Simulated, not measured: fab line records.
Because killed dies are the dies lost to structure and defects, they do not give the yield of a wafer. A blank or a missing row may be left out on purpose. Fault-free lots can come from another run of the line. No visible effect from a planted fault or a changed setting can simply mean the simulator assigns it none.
Check for tools in common ; flow gf180mcu ; Sample size 12 lots and 36 wafers

## WHY THIS WAS OPENED
At GF_STI_THK_MEAS_04 the reading STI_CVD_03_THK is flagged on 2 of 12 lots. Fault-free wafers read 207.6 nm, with a standard deviation of 2.1.
Rule: a lot gets a flag if all its wafers with a number sit over 4 standard deviations from that mean, or if no wafer of it has a number. The rest of the lots are taken to be sound.

lot;measured;on;STI_CVD_03_THK (nm), wafer by wafer;flag
L872;day 1 14:55;film metro-01;209.2 209.1 208.3;
L874;day 1 23:34;film metro-02;206.1 206.2 204.8;
L876;day 2 09:52;film metro-03;211.7 211.7 212.2;
L877;day 2 15:44;film metro-01;208.1 205.9 206.3;
L879;day 3 01:32;film metro-01;204.4 204.9 204.4;
L880;day 3 05:48;film metro-02;208.6 208.4 209.6;
L882;day 3 15:34;film metro-03;208.4 207.7 209.5;
L884;day 4 01:34;film metro-02;239.9 238.1 240.8;FLAGGED
L886;day 4 11:34;film metro-02;241.9 239.8 239.4;FLAGGED
L888;day 4 22:33;film metro-03;208.2 208.4 208.5;
L891;day 5 12:34;film metro-01;211.4 210.6 209.6;
L894;day 6 05:01;film metro-03;208.7 207.4 207.7;
The numbers of the flagged lots are 240.0 nm on average: +32.4 nm against the usual, or +15 standard deviations.

## WHICH TOOL EACH LOT WENT THROUGH
The record holds 1 process step before the reading, out of a route of 602 steps. Every cell lists first the tool, next ch and the chambers used by the sampled wafers, and last the start.
lot;flag;GF_STI_CVD_03
L872;;lpcvd-02 ch 1, day 1 12:55
L874;;lpcvd-01 ch 1, day 1 21:34
L876;;lpcvd-02 ch 0, day 2 07:52
L877;;lpcvd-02 ch 1, day 2 13:44
L879;;lpcvd-01 ch 1, day 2 23:32
L880;;lpcvd-02 ch 0, day 3 03:49
L882;;lpcvd-01 ch 0, day 3 13:34
L884;FLAGGED;lpcvd-01 ch 0, day 3 23:34
L886;FLAGGED;lpcvd-01 ch 0, day 4 09:34
L888;;lpcvd-02 ch 0, day 4 19:34
L891;;lpcvd-02 ch 1, day 5 10:34
L894;;lpcvd-02 ch 1, day 6 03:02
What the steps here do:
- GF_STI_CVD_03: deposits Si3N4 from DCS/NH3, target thk 207.16 nm, time 3551 s.
- GF_STI_THK_MEAS_04

## FLAGGED OVER TOTAL, TOOL BY TOOL (the gauges that took the reading come last)
step;tool;lots run;flagged;share of the flagged lots;sound lots run after its first flagged lot
GF_STI_CVD_03;lpcvd-01;5;2;all;0
GF_STI_CVD_03;lpcvd-02;7;0;none;-
GF_STI_THK_MEAS_04;film metro-01;4;0;none;-
GF_STI_THK_MEAS_04;film metro-02;4;2;all;0
GF_STI_THK_MEAS_04;film metro-03;4;0;none;-

## WHAT THE TABLE ALLOWS
Every flagged lot went through 2 rows of the table: lpcvd-01 at GF_STI_CVD_03 and film metro-02 at GF_STI_THK_MEAS_04.
- lpcvd-01 at GF_STI_CVD_03 ran 5 lots, 2 of them flagged. A fault beginning between L882 (day 3 13:34), its last sound lot, and L884 (day 3 23:34), its first flagged one, fits the data.
- film metro-02 at GF_STI_THK_MEAS_04 ran 4 lots, 2 of them flagged. A fault beginning between L880 (day 3 05:48), its last sound lot, and L884 (day 4 01:34), its first flagged one, fits the data.
Because each of these 2 tools fits a fault that began at some hour, counting lots does not separate them. More lots, or a look at what each step does to the wafer, might.

## WHAT THE SIMULATOR HAD PUT IN
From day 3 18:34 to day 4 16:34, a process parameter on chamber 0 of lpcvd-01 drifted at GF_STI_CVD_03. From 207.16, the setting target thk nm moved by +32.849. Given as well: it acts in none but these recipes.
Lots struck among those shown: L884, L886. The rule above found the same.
